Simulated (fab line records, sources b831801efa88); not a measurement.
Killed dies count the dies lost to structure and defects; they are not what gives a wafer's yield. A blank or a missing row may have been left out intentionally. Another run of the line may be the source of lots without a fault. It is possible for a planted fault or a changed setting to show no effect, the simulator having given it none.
fab line records    flow sfqLine    part 2 of 2: steps 27 to 37 of 37
record: lots: 5  wafers: 15  lastDay: 80
route steps=325 shown M5@202 A5B@209 R5@212 I5@228
lots untouched by any fault: they come from a run of this same line in which no faults occurred
startH: hours from the record's opening day to when the first of the lot's shown wafers began    waitH: hours from the lot's prior step to this one    " same as the row above    L1.1+2: several wafers, shown together as one row    - no value present, or no start provided    * or withheld: withheld    < > ~ a bound
route shown NAME@n: NAME is a module with steps in the file, n the number in the route of the first one    usual: average and standard deviation across the fault-free wafers    same: alike in all rows    chamber/n: place in a boat    sites: the reading at each site    _std_site: the standard deviation of these    _edge_site: inner sites' mean taken away from outer sites' mean    radiusMm: how far each site lies from the wafer's centre    mask NAME#n: copy n    behind: the most recent tool/chamber to have shaped the wafer    hold: cause of the lot's hold/its duration in hours/its outcome    device: the transistor (n, p or np) that didn't switch    end of line: tests run on the same wafers once the route is complete    a step without rows: its recipe alone    killed: dies lost to structure and defects at the first sort, not the wafer's yield    map: dies across one wafer; x = killed, . = not, _ = none there
set.NAME: the run value of the setting; set.NAME@STEP: its run value at that earlier step    model.NAME: the simulator's own value behind a step, which no gauge read
lots at some steps of the route; a table a step, a row a wafer
services: when a tool's chamber went out of use (startH, in hours from the record's first day, below 0 if earlier), for how many hours, and the reason
== steps ==
step: SFQ_TRILAYER_A5C_DEP_PECVD_142
recipe: material: SiO2  tempC: 150  timeS: 15.556  pressureTorr: 2.4  rfW: 183.3  precursor: SiH4/N2O  targetThkNm: 70
usual: chamberPressureTorr: 2.400/0.0057  heaterPowerW: 86/14  throttleValvePct: 25.4/0.94
same: timeS: 15.556
lot.wafer  tool      chamber  startH   waitH  chamberPressureTorr  heaterPowerW  throttleValvePct
L077.1     pecvd-01  1        1317.98  0.0    2.397                94            26.2
L077.2     "         0        "        "      2.403                86            26.3
L077.6     "         2        "        "      2.400                77            25.6
L085.1     pecvd-01  0        1416.73  0.0    2.411                81            25.8
L085.2     "         2        "        "      2.396                76            25.6
L085.3     "         1        "        "      2.407                83            26.4
L092.1     pecvd-01  2        1557.98  0.0    2.403                75            25.6
L092.5     "         1        "        "      2.397                79            26.5
L092.6     "         0        "        "      2.397                90            25.8
L093.1     pecvd-02  2        1560.55  0.0    2.405                87            26.4
L093.4     "         2        "        "      2.409                88            26.5
L093.6     "         1        "        "      2.396                82            26.3
L096.2     pecvd-02  0        1609.38  0.0    2.398                84            25.1
L096.4     "         2        "        "      2.391                89            26.3
L096.6     "         1        "        "      2.401                88            26.5
step: SFQ_TRILAYER_I5_LITHO_COAT_149
recipe: resist: BARC  spinRpm: 3000  resistThkNm: 62
lot.wafer   tool           chamber  startH   waitH
L077.1+2+6  lithoTrack-04  0        1318.01  0.0
L085.1+2+3  lithoTrack-01  0        1416.75  0.0
L092.1+5+6  lithoTrack-02  0        1558.01  0.0
L093.1+4+6  lithoTrack-02  0        1560.58  0.0
L096.2+4+6  lithoTrack-04  0        1609.46  0.1
step: SFQ_TRILAYER_I5_LITHO_COAT_144
recipe: resist: KrF  spinRpm: 3000  resistThkNm: 650
lot.wafer   tool           chamber  startH   waitH
L077.1+2+6  lithoTrack-04  0        1318.31  0.2
L085.1+2+3  lithoTrack-01  0        1417.05  0.2
L092.1+5+6  lithoTrack-02  0        1558.31  0.2
L093.1+4+6  lithoTrack-02  0        1560.88  0.2
L096.2+4+6  lithoTrack-04  0        1609.76  0.2
step: SFQ_TRILAYER_I5_LITHO_SOFTBAKE_148
recipe: tempC: withheld  timeS: withheld  resist: KrF
lot.wafer   tool           chamber  startH   waitH
L077.1+2+6  lithoTrack-04  0        1318.61  0.2
L085.1+2+3  lithoTrack-01  0        1417.35  0.2
L092.1+5+6  lithoTrack-02  0        1558.61  0.2
L093.1+4+6  lithoTrack-02  0        1561.18  0.2
L096.2+4+6  lithoTrack-04  0        1610.04  0.2
step: SFQ_TRILAYER_I5_LITHO_EXPOSE_145
recipe: maskId: I5  na: 0.6  sourceShape: conventional  sigmaOuter: 0.65  targetCdNm: 700  doseMj: 21.3
lot.wafer   tool           chamber  startH   waitH  mask
L077.1+2+6  krfScanner-01  0        1425.57  -      I5#0
L085.1+2+3  krfScanner-02  0        1556.96  -      I5#0
L092.1+5+6  krfScanner-01  0        1651.51  -      I5#0
L093.1+4+6  krfScanner-01  0        1655.11  -      I5#0
L096.2+4+6  krfScanner-02  0        1686.36  -      I5#0
step: SFQ_TRILAYER_I5_LITHO_PEB_147
recipe: pebTempC: 115  pebTimeS: 60  resist: KrF
lot.wafer   tool           chamber  startH   waitH
L077.1+2+6  lithoTrack-01  0        1426.77  1.0
L085.1+2+3  lithoTrack-04  0        1558.16  1.0
L092.1+5+6  lithoTrack-04  0        1652.71  1.0
L093.1+4+6  lithoTrack-04  0        1656.31  1.0
L096.2+4+6  lithoTrack-02  0        1687.38  0.8
step: SFQ_TRILAYER_I5_LITHO_DEVELOP_146
recipe: timeS: 60  resist: KrF
same: timeS: 60
lot.wafer   tool           chamber  startH   waitH
L077.1+2+6  lithoTrack-01  0        1426.92  0.1
L085.1+2+3  lithoTrack-04  0        1558.31  0.1
L092.1+5+6  lithoTrack-04  0        1652.86  0.1
L093.1+4+6  lithoTrack-04  0        1656.46  0.1
L096.2+4+6  lithoTrack-02  0        1687.53  0.1
step: SFQ_I5_OVL_MEAS_936
usual: I5_OVL: 2/5.9
lot.wafer  tool        chamber  startH   waitH  I5_OVL[nm]
L077.1     overlay-01  -        1427.07  0.1    2
L077.2     "           -        "        "      -3
L077.6     "           -        "        "      1
L085.1     overlay-02  -        1558.46  0.1    11
L085.2     "           -        "        "      10
L085.3     "           -        "        "      13
L092.1     overlay-02  -        1653.01  0.1    7
L092.5     "           -        "        "      12
L092.6     "           -        "        "      2
L093.1     overlay-02  -        1656.61  0.1    -1
L093.4     "           -        "        "      -1
L093.6     "           -        "        "      -6
L096.2     overlay-01  -        1687.66  0.1    5
L096.4     "           -        "        "      3
L096.6     "           -        "        "      1
step: SFQ_TRILAYER_I5_BARC_OPEN_VIA_ETCH_200
recipe: maskMaterial: PR  chemistry: O2  targetDepthNm: 125  target: BARC  sourceW: 500  biasW: 80  pressureMtorr: 30  timeS: 41.7
usual: drypumpMotorCurrentA: 5.8/0.4  oesProductAu: 0.685/0.0047
same: timeS: 41.7
lot.wafer  tool        chamber  startH   waitH  drypumpMotorCurrentA  oesProductAu  rfHoursCounterH
L077.1     rieDiel-03  0        1427.11  0.0    5.2                   0.682         1
L077.2     "           2        "        "      6.1                   0.687         15
L077.6     "           3        "        "      6.2                   0.684         -
L085.1     rieDiel-03  2        1558.49  0.0    6.1                   0.684         16
L085.2     "           0        "        "      5.2                   0.687         3
L085.3     "           1        "        "      5.6                   0.686         16
L092.1     rieDiel-04  1        1653.04  0.0    6.2                   0.685         18
L092.5     "           3        "        "      5.6                   0.682         -
L092.6     "           2        "        "      6.2                   0.684         -
L093.1     rieDiel-03  0        1656.64  0.0    5.2                   0.679         5
L093.4     "           1        "        "      5.6                   0.684         -
L093.6     "           0        "        "      5.1                   0.688         -
L096.2     rieDiel-04  0        1687.69  0.0    5.5                   0.687         2
L096.4     "           2        "        "      6.2                   0.688         20
L096.6     "           2        "        "      6.2                   0.684         -
step: SFQ_TRILAYER_I5_ETCH_VIA_ETCH_147
recipe: stopOn: Nb  maskMaterial: PR  chemistry: CHF3  targetDepthNm: 360  sourceW: 500  biasW: 80  pressureMtorr: 30  timeS: withheld
usual: drypumpMotorCurrentA: 5.8/0.4  oesProductAu: 0.990/0.0055
lot.wafer  tool        chamber  startH   waitH  drypumpMotorCurrentA  oesProductAu
L077.1     rieDiel-03  0        1427.15  0.0    5.2                   0.997
L077.2     "           2        "        "      6.1                   0.997
L077.6     "           3        "        "      6.2                   0.990
L085.1     rieDiel-03  2        1558.53  0.0    6.1                   0.989
L085.2     "           0        "        "      5.2                   0.992
L085.3     "           1        "        "      5.6                   0.982
L092.1     rieDiel-04  1        1653.08  0.0    6.3                   0.993
L092.5     "           3        "        "      5.6                   0.993
L092.6     "           2        "        "      6.2                   0.974
L093.1     rieDiel-03  0        1656.68  0.0    5.2                   0.981
L093.4     "           1        "        "      5.6                   0.984
L093.6     "           0        "        "      5.2                   0.987
L096.2     rieDiel-04  0        1687.73  0.0    5.4                   0.986
L096.4     "           2        "        "      6.2                   0.992
L096.6     "           2        "        "      6.2                   0.987
step: SFQ_TRILAYER_I5_STRIP_STRIP_148
recipe: gas: O2  powerW: 200  platenTempC: 40  overashFraction: 0.65  chemistry: O2  pressureMtorr: 50
usual: drypumpMotorCurrentA: 5.6/0.53  heBacksideLeakSccm: 3.45/0.29  oesProductAu: 0.994/0.0089
lot.wafer  tool         chamber  startH   waitH  drypumpMotorCurrentA  heBacksideLeakSccm  oesProductAu  rfHoursCounterH
L077.1     rieMetal-01  0        1427.30  -      5.9                   3.36                1.001         123
L077.2     "            1        "        "      6.0                   3.18                0.990         10
L077.6     "            0        "        "      5.9                   3.11                1.001         -
L085.1     rieMetal-04  1        1558.68  -      5.0                   3.94                0.978         127
L085.2     "            0        "        "      6.2                   3.32                0.999         8
L085.3     "            1        "        "      5.0                   3.91                0.992         -
L092.1     rieMetal-01  1        1653.23  -      6.0                   3.04                0.989         45
L092.5     "            1        "        "      6.0                   3.22                0.985         -
L092.6     "            0        "        "      5.9                   3.22                1.003         -
L093.1     rieMetal-01  0        1656.83  -      5.8                   3.18                0.993         19
L093.4     "            0        "        "      5.9                   3.13                0.986         -
L093.6     "            0        "        "      5.8                   3.27                0.996         -
L096.2     rieMetal-01  1        1687.88  -      6.1                   2.96                0.997         49
L096.4     "            1        "        "      6.1                   3.25                0.997         -
L096.6     "            0        "        "      5.8                   3.24                1.006         -
== services ==
tool           chamber  startH   hours  kind
rieMetal-01    -        1192.43  0.6    repair
rieMetal-01    -        1212.10  2.8    pm
rieMetal-01    1        1237.91  19.5   repair
krfScanner-01  -        1246.90  0.6    repair
rieMetal-04    0        1256.47  6.9    repair
krfScanner-01  -        1270.72  1.3    pm
rieMetal-03    0        1293.40  11.5   repair
rieMetal-03    0        1311.34  7.3    repair
rieMetal-03    1        1316.08  4.3    repair
krfScanner-01  -        1317.95  1.0    pm
krfScanner-01  -        1318.95  4.0    pm
krfScanner-01  -        1359.00  0.8    pm
rieMetal-04    -        1375.47  2.8    pm
rieMetal-03    -        1424.60  14.6   pm
krfScanner-01  -        1444.66  53.2   repair
krfScanner-01  -        1497.81  1.3    pm
krfScanner-01  -        1505.11  1.0    pm
rieMetal-03    -        1507.12  5.0    repair
krfScanner-01  -        1573.50  1.2    repair
krfScanner-01  -        1577.29  9.7    repair
rieMetal-03    -        1622.55  1.4    pm
rieMetal-04    -        1629.21  1.4    pm
rieMetal-04    0        1661.82  7.4    repair
rieMetal-03    -        1671.23  2.8    pm
